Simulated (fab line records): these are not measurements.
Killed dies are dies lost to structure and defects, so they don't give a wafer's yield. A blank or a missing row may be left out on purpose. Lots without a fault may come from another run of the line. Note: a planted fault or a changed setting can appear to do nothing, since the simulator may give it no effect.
fab line records	flow gf180mcu
[record] lots = 24	wafers = 72	lastDay = 34
route steps=602 shown NWELL@49 CONTACT@291 M1@318 V3@434 V4@497
lots untouched by any fault: they come from a run of this same line in which no faults occurred
startH: hours from the record's opening day to when the first of the lot's shown wafers began	waitH: hours elapsed since this lot's preceding step	" repeats the value in the row above	L1.1+2: a row that stands for several wafers	- no value present, or no start provided	* or withheld: withheld	< > ~ a bound
route shown NAME@n: NAME is a module with steps in the file, n the number in the route of the first one	usual: mean and standard deviation over wafers with no fault	same: alike in all rows	chamber/n: place in a boat	sites: per-site readings	_std_site: the standard deviation of these	_edge_site: the outer-site mean with the inner-site mean subtracted	radiusMm: how far each site lies from the wafer's centre	mask NAME#n: copy n	behind: tool/chamber where the wafer was last shaped	hold: why the lot went on hold/how many hours it stayed there/how the hold came to an end	device: names the non-switching transistor (n, p or np)	end of line: the route-end tests of the same wafers	step lacking rows: just its recipe	killed: the dies lost at the first sort to structure and to defects; this is not the yield of the wafer	map: shows each die of a wafer: x if killed, . if not, _ if none is there
set.NAME: the setting the step ran with; set.NAME@STEP: the setting that earlier step ran with	model.NAME: the simulator's own value behind a step, which no gauge read
steps of the route over a sample of lots; a table a step, a row a wafer
services: when a tool's chamber went out of use (startH, in hours from the record's first day, below 0 if earlier), for how many hours, and the reason
[[steps]]
[step GF_NWELL_OVL_MEAS_07]
[usual] NWELL_OVL = 0.0/1.2
lot.wafer	tool	chamber	startH	waitH	NWELL_OVL[nm]
L074.2	overlay-01	-	60.13	-	0.6
L074.4	"	-	"	"	1.0
L074.5	"	-	"	"	0.4
L075.1	overlay-02	-	63.47	-	-0.1
L075.4	"	-	"	"	-1.7
L075.6	"	-	"	"	-0.7
L076.1	overlay-01	-	68.37	-	-0.5
L076.3	"	-	"	"	0.6
L076.6	"	-	"	"	-1.7
L077.2	overlay-01	-	70.99	-	-0.8
L077.3	"	-	"	"	-2.6
L077.5	"	-	"	"	-1.1
L078.1	overlay-02	-	76.54	-	1.3
L078.3	"	-	"	"	-0.9
L078.6	"	-	"	"	1.3
L079.3	overlay-02	-	82.30	-	3.3
L079.5	"	-	"	"	2.2
L079.6	"	-	"	"	2.3
L080.2	overlay-01	-	87.70	-	1.3
L080.5	"	-	"	"	1.7
L080.6	"	-	"	"	0.1
L081.1	overlay-01	-	93.04	-	1.3
L081.2	"	-	"	"	1.6
L081.6	"	-	"	"	1.3
L082.2	overlay-02	-	98.93	-	-0.8
L082.3	"	-	"	"	0.8
L082.6	"	-	"	"	-2.0
L083.1	overlay-02	-	105.49	-	0.3
L083.4	"	-	"	"	-0.2
L083.6	"	-	"	"	0.6
L084.2	overlay-01	-	110.19	-	-1.9
L084.3	"	-	"	"	-0.8
L084.4	"	-	"	"	-0.8
L085.1	overlay-01	-	115.72	-	-2.5
L085.3	"	-	"	"	-2.7
L085.6	"	-	"	"	0.4
L086.1	overlay-01	-	120.84	-	0.9
L086.3	"	-	"	"	0.1
L086.6	"	-	"	"	0.5
L087.1	overlay-01	-	123.42	-	-1.3
L087.5	"	-	"	"	-0.4
L087.6	"	-	"	"	-1.7
L088.1	overlay-01	-	135.22	-	-0.4
L088.3	"	-	"	"	-1.4
L088.5	"	-	"	"	-1.5
L089.1	overlay-01	-	142.39	-	0.7
L089.3	"	-	"	"	0.0
L089.4	"	-	"	"	0.9
L090.3	overlay-01	-	143.10	-	-0.6
L090.4	"	-	"	"	0.4
L090.6	"	-	"	"	-0.9
L091.1	overlay-02	-	156.82	-	2.0
L091.4	"	-	"	"	1.9
L091.6	"	-	"	"	0.0
L092.4	overlay-02	-	157.16	-	-1.3
L092.5	"	-	"	"	-0.4
L092.6	"	-	"	"	-1.4
L093.1	overlay-02	-	168.82	-	-0.5
L093.5	"	-	"	"	0.8
L093.6	"	-	"	"	0.3
L095.1	overlay-01	-	170.39	-	-1.1
L095.4	"	-	"	"	-1.1
L095.6	"	-	"	"	-0.9
L094.1	overlay-02	-	170.74	-	1.2
L094.4	"	-	"	"	-0.5
L094.5	"	-	"	"	0.6
L096.3	overlay-02	-	176.40	-	-0.3
L096.4	"	-	"	"	1.3
L096.6	"	-	"	"	2.1
L097.2	overlay-02	-	186.09	-	0.3
L097.5	"	-	"	"	0.5
L097.6	"	-	"	"	0.5
[step GF_CONTACT_CMP_04]
[recipe] material = SiO2	downForcePsi = 4	platenRpm = 60	padVelocityMS = 0.94248
[usual] motorCurrentA = 12.2/1.5	timeToEndpointS = 110/5.6
lot.wafer	tool	chamber	startH	waitH	motorCurrentA	timeToEndpointS
L074.2	cmp-02	3	340.91	0.0	13.0	111
L074.4	"	0	"	"	13.2	110
L074.5	"	0	"	"	13.1	108
L075.1	cmp-01	2	347.94	0.1	11.4	110
L075.4	"	0	"	"	12.6	126
L075.6	"	3	"	"	11.9	113
L076.1	cmp-01	1	356.39	0.1	10.5	119
L076.3	"	3	"	"	11.7	112
L076.6	"	1	"	"	10.8	122
L077.2	cmp-02	1	359.62	0.1	9.3	116
L077.3	"	2	"	"	14.4	109
L077.5	"	0	"	"	13.7	110
L078.1	cmp-02	1	369.86	0.1	9.9	112
L078.3	"	2	"	"	15.2	102
L078.6	"	1	"	"	10.3	110
L079.3	cmp-01	2	377.82	0.0	11.7	104
L079.6	"	2	"	"	11.3	107
L079.5	"	3	"	"	11.9	111
L080.2	cmp-02	3	385.19	0.1	13.6	111
L080.6	"	2	"	"	15.2	113
L080.5	"	3	"	"	12.8	116
L081.1	cmp-02	3	398.00	0.1	13.0	112
L081.2	"	0	"	"	13.1	102
L081.6	"	3	"	"	12.9	111
L082.3	cmp-02	2	404.69	0.1	14.6	104
L082.2	"	3	"	"	13.5	111
L082.6	"	1	"	"	9.8	109
L083.1	cmp-01	1	413.64	0.3	10.0	112
L083.4	"	3	"	"	11.7	115
L083.6	"	1	"	"	9.9	112
L084.4	cmp-01	1	422.64	0.0	10.8	117
L084.3	"	2	"	"	11.4	109
L084.2	"	3	"	"	11.9	103
L085.1	cmp-01	0	434.54	0.1	12.9	108
L085.3	"	2	"	"	11.4	107
L085.6	"	0	"	"	12.4	116
L086.3	cmp-01	2	441.18	0.1	10.9	107
L086.1	"	3	"	"	12.3	109
L086.6	"	2	"	"	10.7	111
L087.1	cmp-01	1	445.11	0.1	10.9	102
L087.6	"	3	"	"	12.5	101
L087.5	"	0	"	"	12.6	108
L088.1	cmp-02	3	463.55	0.1	13.0	107
L088.3	"	0	"	"	13.1	108
L088.5	"	1	"	"	10.7	117
L089.4	cmp-01	3	476.23	0.0	11.9	108
L089.1	"	0	"	"	12.7	106
L089.3	"	1	"	"	11.1	104
L090.4	cmp-01	2	480.00	0.1	10.9	103
L090.3	"	3	"	"	11.8	106
L090.6	"	1	"	"	9.9	114
L091.4	cmp-02	0	498.07	0.0	13.5	104
L091.1	"	1	"	"	9.8	104
L091.6	"	0	"	"	14.0	110
L092.4	cmp-02	0	503.44	0.1	13.5	101
L092.5	"	3	"	"	13.2	108
L092.6	"	0	"	"	14.0	109
L093.1	cmp-02	1	515.66	0.1	9.9	108
L093.5	"	3	"	"	13.5	110
L093.6	"	0	"	"	13.4	107
L095.1	cmp-02	1	517.54	0.1	9.7	111
L095.4	"	2	"	"	15.4	107
L095.6	"	0	"	"	13.8	114
L094.4	cmp-02	0	518.42	0.0	13.1	107
L094.1	"	3	"	"	13.1	113
L094.5	"	1	"	"	9.6	112
L096.3	cmp-02	2	527.76	0.1	14.0	109
L096.4	"	0	"	"	13.3	118
L096.6	"	1	"	"	9.9	122
L097.2	cmp-01	2	537.49	0.0	10.9	102
L097.6	"	2	"	"	11.1	110
L097.5	"	3	"	"	11.9	109
[step GF_CONTACT_STRIP_18]
[recipe] chemistry = O2/N2	powerW = 1400	pressureMtorr = 1500	platenTempC = 250.9	o2FlowSccm = 3000	n2FlowSccm = 300	overashFraction = 0.5
[usual] drypumpMotorCurrentA = 5.71/0.12	heaterPowerW = 334/35	n2FlowSccm = 300.0/0.9	oesProductAu = 0.580/0.0053
lot.wafer	tool	chamber	startH	waitH	drypumpMotorCurrentA	heaterPowerW	n2FlowSccm	oesProductAu	rfHoursCounterH
L074.2	plasmaAsher-02	0	362.75	-	5.55	324	300.2	0.582	68
L074.4	"	0	"	"	5.56	328	300.8	0.585	-
L074.5	"	0	"	"	5.55	331	300.2	0.578	-
L075.1	plasmaAsher-02	1	370.62	-	5.84	298	299.6	0.569	69
L075.4	"	1	"	"	5.82	302	300.3	0.570	-
L075.6	"	0	"	"	5.54	335	299.9	0.578	-
L076.1	plasmaAsher-02	1	379.00	-	5.85	297	298.8	0.574	70
L076.3	"	0	"	"	5.57	323	299.5	0.581	-
L076.6	"	1	"	"	5.83	295	299.5	0.578	-
L077.2	plasmaAsher-02	1	382.45	-	5.81	300	298.3	0.582	70
L077.3	"	1	"	"	5.83	309	298.4	0.581	-
L077.5	"	1	"	"	5.85	301	299.2	0.588	-
L078.1	plasmaAsher-01	0	393.38	-	5.63	298	299.5	0.583	76
L078.3	"	1	"	"	5.71	365	300.5	0.584	-
L078.6	"	0	"	"	5.61	300	299.6	0.584	-
L079.3	plasmaAsher-01	0	402.14	-	5.64	304	301.3	0.584	-
L079.5	"	1	"	"	5.72	355	301.6	0.587	-
L079.6	"	0	"	"	5.62	292	300.6	0.587	-
L080.2	plasmaAsher-02	0	408.68	-	5.58	330	299.7	0.574	73
L080.5	"	0	"	"	5.56	332	300.4	0.574	-
L080.6	"	1	"	"	5.85	303	300.6	0.575	-
L081.1	plasmaAsher-03	1	421.52	-	5.93	385	298.7	0.585	63
L081.2	"	0	"	"	5.69	382	299.6	0.579	63
L081.6	"	0	"	"	5.70	386	301.1	0.586	-
L082.2	plasmaAsher-01	1	428.54	-	5.70	356	299.5	0.586	79
L082.3	"	0	"	"	5.66	303	299.8	0.585	-
L082.6	"	1	"	"	5.70	352	298.6	0.582	-
L083.1	plasmaAsher-01	0	438.95	-	5.64	292	300.2	0.576	81
L083.4	"	0	"	"	5.65	288	299.3	0.580	-
L083.6	"	0	"	"	5.66	289	299.5	0.588	-
L084.2	plasmaAsher-01	1	447.60	-	5.73	360	299.3	0.574	81
L084.3	"	1	"	"	5.71	343	300.9	0.589	-
L084.4	"	0	"	"	5.60	299	299.6	0.581	-
L085.1	plasmaAsher-02	0	460.05	-	5.56	327	301.6	0.583	3
L085.3	"	0	"	"	5.55	316	300.7	0.567	-
L085.6	"	1	"	"	5.84	288	299.3	0.580	-
L086.1	plasmaAsher-01	0	465.70	-	5.67	297	299.6	0.573	83
L086.3	"	0	"	"	5.65	299	299.9	0.580	-
L086.6	"	1	"	"	5.71	363	300.0	0.584	-
L087.1	plasmaAsher-02	0	470.60	-	5.56	317	299.9	0.581	4
L087.5	"	0	"	"	5.57	323	299.0	0.577	-
L087.6	"	1	"	"	5.84	291	301.5	0.582	-
L088.1	plasmaAsher-02	0	487.80	-	5.56	320	301.2	0.586	6
L088.3	"	0	"	"	5.55	322	301.0	0.573	-
L088.5	"	1	"	"	5.85	293	301.0	0.568	-
L089.1	plasmaAsher-01	0	500.32	-	5.66	297	299.9	0.573	86
L089.3	"	0	"	"	5.62	304	299.3	0.579	-
L089.4	"	1	"	"	5.74	355	299.7	0.579	-
L090.3	plasmaAsher-03	1	504.91	-	5.92	396	298.7	0.579	-
L090.4	"	0	"	"	5.70	372	299.0	0.588	-
L090.6	"	1	"	"	5.94	384	300.1	0.583	-
L091.1	plasmaAsher-03	1	521.63	-	5.92	377	298.9	0.579	75
L091.4	"	1	"	"	5.94	388	299.7	0.577	-
L091.6	"	0	"	"	5.70	370	301.4	0.575	-
L092.4	plasmaAsher-03	1	527.16	-	5.93	390	301.1	0.578	-
L092.5	"	1	"	"	5.90	380	300.1	0.578	-
L092.6	"	0	"	"	5.69	364	299.5	0.583	-
L093.1	plasmaAsher-02	1	538.62	-	5.82	289	300.1	0.583	12
L093.5	"	1	"	"	5.82	292	300.2	0.581	-
L093.6	"	0	"	"	5.55	324	301.0	0.584	-
L095.1	plasmaAsher-03	1	540.85	-	5.90	384	302.1	0.571	77
L095.4	"	1	"	"	5.90	387	300.4	0.576	-
L095.6	"	0	"	"	5.68	373	300.8	0.577	-
L094.1	plasmaAsher-01	0	541.32	-	5.66	297	299.1	0.576	90
L094.4	"	1	"	"	5.72	355	300.7	0.579	-
L094.5	"	1	"	"	5.70	357	300.5	0.580	-
L096.3	plasmaAsher-03	1	550.61	-	5.93	389	300.3	0.569	-
L096.4	"	0	"	"	5.68	364	300.6	0.581	-
L096.6	"	0	"	"	5.70	375	300.6	0.580	-
L097.2	plasmaAsher-01	1	560.52	-	5.74	353	299.3	0.576	92
L097.5	"	0	"	"	5.65	305	300.7	0.584	-
L097.6	"	1	"	"	5.72	350	299.5	0.573	-
[step GF_M1_SPUTTER_03]
[recipe] material = Ti	targetThkNm = 10	substrateTempC = 300	chamberPressurePa = 0.3	powerW = 3000	timeS = 6.7
[usual] chamberPressurePa = 0.3000/0.00054	throttleValvePct = 30.2/0.82
lot.wafer	tool	chamber	startH	waitH	chamberPressurePa	throttleValvePct
L074.2	pvdSputter-03	-	363.90	0.0	0.3001	29.1
L074.4	"	-	"	"	0.3006	28.7
L074.5	"	-	"	"	0.3004	30.3
L075.1	pvdSputter-01	-	371.77	0.0	0.3004	30.6
L075.4	"	-	"	"	0.2998	30.4
L075.6	"	-	"	"	0.3006	29.6
L076.1	pvdSputter-04	-	380.64	0.0	0.2989	30.1
L076.3	"	-	"	"	0.2995	29.9
L076.6	"	-	"	"	0.2998	30.5
L077.2	pvdSputter-04	-	383.61	0.0	0.3008	30.2
L077.3	"	-	"	"	0.3002	29.2
L077.5	"	-	"	"	0.2998	29.1
L078.1	pvdSputter-04	-	394.53	0.0	0.3001	31.9
L078.3	"	-	"	"	0.3003	29.3
L078.6	"	-	"	"	0.3000	31.8
L079.3	pvdSputter-01	-	403.26	0.0	0.2997	29.9
L079.5	"	-	"	"	0.3007	30.7
L079.6	"	-	"	"	0.2998	30.6
L080.2	pvdSputter-01	-	409.81	0.0	0.2980	29.9
L080.5	"	-	"	"	0.2991	29.9
L080.6	"	-	"	"	0.2994	30.7
L081.1	pvdSputter-03	-	422.68	0.0	0.2992	30.9
L081.2	"	-	"	"	0.3006	28.4
L081.6	"	-	"	"	0.2989	30.5
L082.2	pvdSputter-01	-	429.68	0.0	0.3004	30.8
L082.3	"	-	"	"	0.2992	30.4
L082.6	"	-	"	"	0.2994	30.4
L083.1	pvdSputter-04	-	440.10	0.0	0.2999	29.1
L083.4	"	-	"	"	0.2998	30.5
L083.6	"	-	"	"	0.2996	29.3
L084.2	pvdSputter-04	-	448.85	0.0	0.3002	30.4
L084.3	"	-	"	"	0.2993	29.7
L084.4	"	-	"	"	0.3000	31.7
L085.1	pvdSputter-03	-	461.19	0.0	0.2993	30.8
L085.3	"	-	"	"	0.3007	28.6
L085.6	"	-	"	"	0.3001	31.1
L086.1	pvdSputter-03	-	466.86	0.0	0.3002	29.2
L086.3	"	-	"	"	0.2997	30.2
L086.6	"	-	"	"	0.3001	31.4
L087.1	pvdSputter-01	-	471.75	0.0	0.3004	31.0
L087.5	"	-	"	"	0.2996	30.9
L087.6	"	-	"	"	0.3006	29.7
L088.1	pvdSputter-01	-	488.94	0.0	0.2998	30.4
L088.3	"	-	"	"	0.2997	29.8
L088.5	"	-	"	"	0.3005	30.7
L089.1	pvdSputter-03	-	501.46	0.0	0.3001	28.1
L089.3	"	-	"	"	0.3002	31.1
L089.4	"	-	"	"	0.2996	30.2
L090.3	pvdSputter-04	-	506.02	0.0	0.2998	29.8
L090.4	"	-	"	"	0.2999	30.4
L090.6	"	-	"	"	0.3006	29.2
L091.1	pvdSputter-04	-	522.77	0.0	0.3002	29.8
L091.4	"	-	"	"	0.2993	31.6
L091.6	"	-	"	"	0.2996	29.5
L092.4	pvdSputter-03	-	528.27	0.0	0.3002	29.3
L092.5	"	-	"	"	0.2995	28.4
L092.6	"	-	"	"	0.2992	31.4
L093.1	pvdSputter-01	-	539.76	0.0	0.3004	29.7
L093.5	"	-	"	"	0.2992	30.6
L093.6	"	-	"	"	0.3008	30.7
L095.1	pvdSputter-01	-	542.00	0.0	0.2997	30.4
L095.4	"	-	"	"	0.2998	30.7
L095.6	"	-	"	"	0.3005	30.3
L094.1	pvdSputter-04	-	542.46	0.0	0.2990	30.5
L094.4	"	-	"	"	0.2999	29.2
L094.5	"	-	"	"	0.3005	29.9
L096.3	pvdSputter-01	-	551.75	0.0	0.3003	30.0
L096.4	"	-	"	"	0.3000	30.6
L096.6	"	-	"	"	0.2999	31.0
L097.2	pvdSputter-01	-	561.66	0.0	0.3003	30.8
L097.5	"	-	"	"	0.3010	30.8
L097.6	"	-	"	"	0.3000	30.7
[step GF_V3_BOW_MEAS_05]
[recipe] mode = bow
[usual] V3_BOW = 117/9.6
lot.wafer	tool	chamber	startH	waitH	V3_BOW[um]
L074.2	filmMetro-03	-	491.23	0.3	101
L074.4	"	-	"	"	119
L074.5	"	-	"	"	100
L075.1	filmMetro-03	-	497.90	0.2	128
L075.4	"	-	"	"	129
L075.6	"	-	"	"	135
L076.1	filmMetro-01	-	507.26	0.1	110
L076.3	"	-	"	"	109
L076.6	"	-	"	"	116
L077.2	filmMetro-04	-	511.17	0.2	142
L077.3	"	-	"	"	142
L077.5	"	-	"	"	134
L078.1	filmMetro-04	-	519.41	0.2	116
L078.3	"	-	"	"	103
L078.6	"	-	"	"	108
L079.3	filmMetro-03	-	530.82	0.2	111
L079.5	"	-	"	"	118
L079.6	"	-	"	"	118
L080.2	filmMetro-03	-	536.47	0.2	115
L080.5	"	-	"	"	104
L080.6	"	-	"	"	102
L081.1	filmMetro-04	-	548.37	0.2	110
L081.2	"	-	"	"	111
L081.6	"	-	"	"	106
L082.2	filmMetro-04	-	555.57	0.3	131
L082.3	"	-	"	"	118
L082.6	"	-	"	"	118
L083.1	filmMetro-03	-	563.36	0.1	126
L083.4	"	-	"	"	119
L083.6	"	-	"	"	125
L084.2	filmMetro-01	-	571.39	0.1	118
L084.3	"	-	"	"	118
L084.4	"	-	"	"	115
L085.1	filmMetro-01	-	581.74	0.2	117
L085.3	"	-	"	"	118
L085.6	"	-	"	"	124
L086.1	filmMetro-01	-	588.89	0.2	124
L086.3	"	-	"	"	123
L086.6	"	-	"	"	126
L087.1	filmMetro-04	-	593.23	0.1	123
L087.5	"	-	"	"	112
L087.6	"	-	"	"	136
L088.1	filmMetro-04	-	609.46	0.2	115
L088.3	"	-	"	"	112
L088.5	"	-	"	"	105
L089.1	filmMetro-01	-	619.66	0.1	118
L089.3	"	-	"	"	120
L089.4	"	-	"	"	111
L090.3	filmMetro-04	-	624.23	0.2	123
L090.4	"	-	"	"	126
L090.6	"	-	"	"	114
L091.1	filmMetro-01	-	638.79	0.1	106
L091.4	"	-	"	"	112
L091.6	"	-	"	"	117
L092.4	filmMetro-04	-	645.20	0.2	125
L092.5	"	-	"	"	132
L092.6	"	-	"	"	117
L093.1	filmMetro-04	-	653.25	0.2	131
L093.5	"	-	"	"	122
L093.6	"	-	"	"	135
L095.1	filmMetro-01	-	656.40	0.2	109
L095.4	"	-	"	"	119
L095.6	"	-	"	"	119
L094.1	filmMetro-03	-	656.46	0.1	100
L094.4	"	-	"	"	104
L094.5	"	-	"	"	98
L096.3	filmMetro-03	-	666.43	0.2	121
L096.4	"	-	"	"	115
L096.6	"	-	"	"	110
L097.2	filmMetro-03	-	672.98	0.3	134
L097.5	"	-	"	"	131
L097.6	"	-	"	"	129
[step GF_V4_SPUTTER_21]
[recipe] material = Ti	targetThkNm = 15	chamberPressurePa = 5	powerW = 2500	substrateTempC = 200	timeS = 80.02
[usual] chamberPressurePa = 4.999/0.0099	throttleValvePct = 29.8/1.1
lot.wafer	tool	chamber	startH	waitH	chamberPressurePa	throttleValvePct
L074.2	pvdSputter-03	-	563.37	0.0	4.987	30.2
L074.4	"	-	"	"	5.012	29.7
L074.5	"	-	"	"	5.001	31.1
L075.1	pvdSputter-04	-	569.20	0.0	5.003	29.1
L075.4	"	-	"	"	5.016	30.4
L075.6	"	-	"	"	4.999	29.2
L076.1	pvdSputter-03	-	579.02	0.0	4.993	30.1
L076.3	"	-	"	"	4.987	28.3
L076.6	"	-	"	"	4.985	28.5
L077.2	pvdSputter-02	-	582.06	0.0	4.998	27.6
L077.3	"	-	"	"	4.983	30.1
L077.5	"	-	"	"	5.018	28.7
L078.1	pvdSputter-03	-	590.40	0.0	4.997	29.3
L078.3	"	-	"	"	5.002	30.4
L078.6	"	-	"	"	4.998	30.3
L079.3	pvdSputter-04	-	601.16	0.0	4.993	30.0
L079.5	"	-	"	"	5.009	31.5
L079.6	"	-	"	"	4.991	29.7
L080.2	pvdSputter-03	-	607.07	0.0	4.988	28.6
L080.5	"	-	"	"	5.000	30.1
L080.6	"	-	"	"	4.992	28.3
L081.1	pvdSputter-03	-	619.09	0.0	5.011	29.3
L081.2	"	-	"	"	4.994	30.1
L081.6	"	-	"	"	4.986	31.0
L082.2	pvdSputter-04	-	625.67	0.0	4.987	30.4
L082.3	"	-	"	"	5.012	29.5
L082.6	"	-	"	"	5.000	29.7
L083.1	pvdSputter-03	-	631.86	0.0	4.973	30.7
L083.4	"	-	"	"	4.984	29.1
L083.6	"	-	"	"	5.004	28.3
L084.2	pvdSputter-03	-	639.66	0.0	4.986	28.1
L084.3	"	-	"	"	5.000	31.0
L084.4	"	-	"	"	5.020	29.3
L085.1	pvdSputter-03	-	649.26	0.0	4.997	29.2
L085.3	"	-	"	"	5.008	28.5
L085.6	"	-	"	"	4.999	28.4
L086.1	pvdSputter-02	-	655.08	0.0	5.008	30.5
L086.3	"	-	"	"	5.013	28.5
L086.6	"	-	"	"	4.996	27.9
L087.1	pvdSputter-03	-	658.93	0.0	4.984	30.0
L087.5	"	-	"	"	5.001	30.2
L087.6	"	-	"	"	4.982	28.4
L088.1	pvdSputter-04	-	674.75	0.0	5.006	30.1
L088.3	"	-	"	"	5.009	31.6
L088.5	"	-	"	"	4.996	30.0
L089.1	pvdSputter-04	-	683.42	0.0	5.012	30.0
L089.3	"	-	"	"	4.997	30.8
L089.4	"	-	"	"	4.997	31.5
L090.3	pvdSputter-03	-	688.39	0.0	4.993	29.4
L090.4	"	-	"	"	5.005	30.3
L090.6	"	-	"	"	4.978	29.2
L091.1	pvdSputter-04	-	701.78	0.0	4.998	30.5
L091.4	"	-	"	"	5.006	30.4
L091.6	"	-	"	"	4.990	29.1
L092.4	pvdSputter-04	-	706.88	0.0	4.992	31.7
L092.5	"	-	"	"	4.992	30.7
L092.6	"	-	"	"	4.995	29.4
L093.1	pvdSputter-04	-	714.08	0.0	4.994	30.4
L093.5	"	-	"	"	4.985	29.2
L093.6	"	-	"	"	5.004	30.5
L095.1	pvdSputter-02	-	715.69	0.0	4.999	28.8
L095.4	"	-	"	"	4.994	27.7
L095.6	"	-	"	"	4.990	30.5
L094.1	pvdSputter-02	-	716.96	0.0	4.987	27.6
L094.4	"	-	"	"	5.001	28.9
L094.5	"	-	"	"	5.013	27.8
L096.3	pvdSputter-04	-	725.95	0.0	5.006	29.1
L096.4	"	-	"	"	5.003	31.7
L096.6	"	-	"	"	5.017	29.9
L097.2	pvdSputter-04	-	732.13	0.0	4.997	31.7
L097.5	"	-	"	"	4.987	31.6
L097.6	"	-	"	"	5.015	30.7
[[services]]
tool	chamber	startH	hours	kind
cmp-02	-	316.99	4.2	repair
cmp-01	-	323.13	1.5	repair
cmp-02	-	325.68	0.3	repair
cmp-01	-	331.65	4.6	repair
pvdSputter-04	-	348.80	27.6	repair
cmp-01	-	365.85	1.1	repair
cmp-02	-	376.12	5.2	pm
pvdSputter-04	-	407.97	6.6	repair
cmp-02	-	409.98	4.0	pm
pvdSputter-03	-	437.61	1.0	repair
cmp-01	-	446.62	0.2	repair
pvdSputter-04	-	465.24	1.7	repair
cmp-01	-	467.73	1.1	repair
cmp-02	-	525.08	1.7	repair
cmp-02	-	577.81	0.6	repair
cmp-02	-	579.36	2.0	repair
pvdSputter-04	-	593.57	2.4	repair
cmp-02	-	605.14	10.5	pm
cmp-02	-	625.64	9.0	pm
cmp-02	-	640.81	0.7	repair
cmp-02	-	642.69	4.5	repair
pvdSputter-04	-	647.61	0.5	repair
pvdSputter-03	-	688.71	1.6	repair
cmp-02	-	699.47	1.2	repair
[[key]]
fault none
